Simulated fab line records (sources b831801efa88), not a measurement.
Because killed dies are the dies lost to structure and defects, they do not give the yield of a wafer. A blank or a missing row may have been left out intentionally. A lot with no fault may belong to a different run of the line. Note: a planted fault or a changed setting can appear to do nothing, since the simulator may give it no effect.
Code-filled problem report in 8D (eight disciplines) form / flow sky130 / the parts of the form that need people (team, actions taken, sign-off) are left out

1. THE PROBLEM
At SKY_PAD_OPEN_PROBE_99, killed_at_M4_up averages 43.5 over 2 wafers from 2 lots, while fault-free wafers read 3.0, standard deviation 1.9. That puts it +21 standard deviations away from the usual mean.
First observed at day 50 15:10: wafer L893.2, on prober-02. Wafers with a number at this step in the record: 18, from 6 lots. The rule behind "out" and "out of limits": a value lying over 4 standard deviations away from the usual mean. The other wafers with a number count as sound.

2. WHAT IT IS, WHAT IT ISN'T
question=which readings at this step | is=killed_at_M4_up | is not=killed_at_M0_to_M3, killedAtContacts, killedAtFrontEnd, killedAtOther, killedOpen, killedShort, sort_bin_6_memory
question=which lots | is=L893, L894 | is not=L881, L882, L883, L891
question=which wafers of those lots | is=L893.2, L894.3 | is not=L893.1, L893.6, L894.1, L894.2
question=read on which tools | is=prober-01, prober-02 | is not=-
question=when | is=from day 50 15:10 | is not=up to then (13 sound wafers); but 3 sound wafers of L893, L894 came after

3. SUSPECTS, AND WHAT RULES EACH OUT
Counting: any tool at a process step up to the reading remains a suspect provided it ran every lot that is out. Sound lots after the first of them don't rule it out here, since some wafers of a struck lot are sound.
- cvdW-02 at SKY_VIA4_CVD_18 (deposits W, target thk 505 nm, time 152.14 s): kept. It ran every lot that is out, first L893 (day 48 04:14); its last sound lot up to then is L881 (day 45 11:43).
- pvdSputter-01 at SKY_METAL5_SPUTTER_00 (material Ti, target thk 15 nm, time 10 s): kept. It ran every lot that is out, first L893 (day 48 04:53); its last sound lot up to then is L883 (day 45 17:39).
- pvdSputter-01 at SKY_METAL5_SPUTTER_02 (material AlCu, target thk 1150 nm, time 61.2 s): kept. It ran every lot that is out, first L893 (day 48 04:55); its last sound lot up to then is L883 (day 45 17:42).
- pvdSputter-01 at SKY_METAL5_SPUTTER_03 (material Ti, target thk 5 nm, time 3.3 s): kept. It ran every lot that is out, first L893 (day 48 04:58); its last sound lot up to then is L883 (day 45 17:45).
- pvdSputter-01 at SKY_METAL5_SPUTTER_04 (material TiN, target thk 70 nm, time 58.3 s): kept. It ran every lot that is out, first L893 (day 48 04:59); its last sound lot up to then is L883 (day 45 17:46).
- rieMetal-03 at SKY_METAL5_METAL_ETCH_15 (etches the open film in Cl2/BCl3, stops on SiO2, target depth 1260 nm, time 252 s): kept. It ran every lot that is out, first L893 (day 48 23:43); its last sound lot up to then is L883 (day 46 13:50).
Left after counting: cvdW-02 at SKY_VIA4_CVD_18, pvdSputter-01 at SKY_METAL5_SPUTTER_00, pvdSputter-01 at SKY_METAL5_SPUTTER_02, pvdSputter-01 at SKY_METAL5_SPUTTER_03, pvdSputter-01 at SKY_METAL5_SPUTTER_04, rieMetal-03 at SKY_METAL5_METAL_ETCH_15.

4. THE CAUSE (what the simulator had put in)
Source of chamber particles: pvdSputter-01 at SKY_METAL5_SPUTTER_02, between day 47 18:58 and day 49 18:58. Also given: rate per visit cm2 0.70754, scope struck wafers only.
6 suspects survive the count, and this tool is in that group.

5. THE CHAIN OF EFFECTS, in route order
Rows list readings where the struck wafers' mean (over those with a number) sits beyond 3 standard deviations from the usual. Only readings whose record carries a usual standard deviation are examined. hours: median over the lots of the time between each lot's start at the first step of this table that gives one and its start at this step. sigmas: the change, counted in usual standard deviations.
hours=0; step=SKY_PAD_OPEN_PROBE_99; reading=killed_at_M4_up; usual=3.0; on struck wafers=43.5; change=+40.5; sigmas=+21
Here are the process steps it includes:
- SKY_PAD_OPEN_PROBE_99

6. HOW IT WOULD HAVE BEEN CAUGHT EARLIER
68 hours passed between the start of the fault at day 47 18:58 and the first reading out of limits in this record, taken at day 50 15:10.
Of the tool readings at SKY_METAL5_SPUTTER_02 for which the record gives a usual standard deviation, none was out on any struck wafer, so an alarm limit of 4 standard deviations on them would not have fired.
By day 50 15:10, every lot that is out (2) had started SKY_METAL5_SPUTTER_02 on pvdSputter-01. Holding the tool at that point would not have protected any of them.
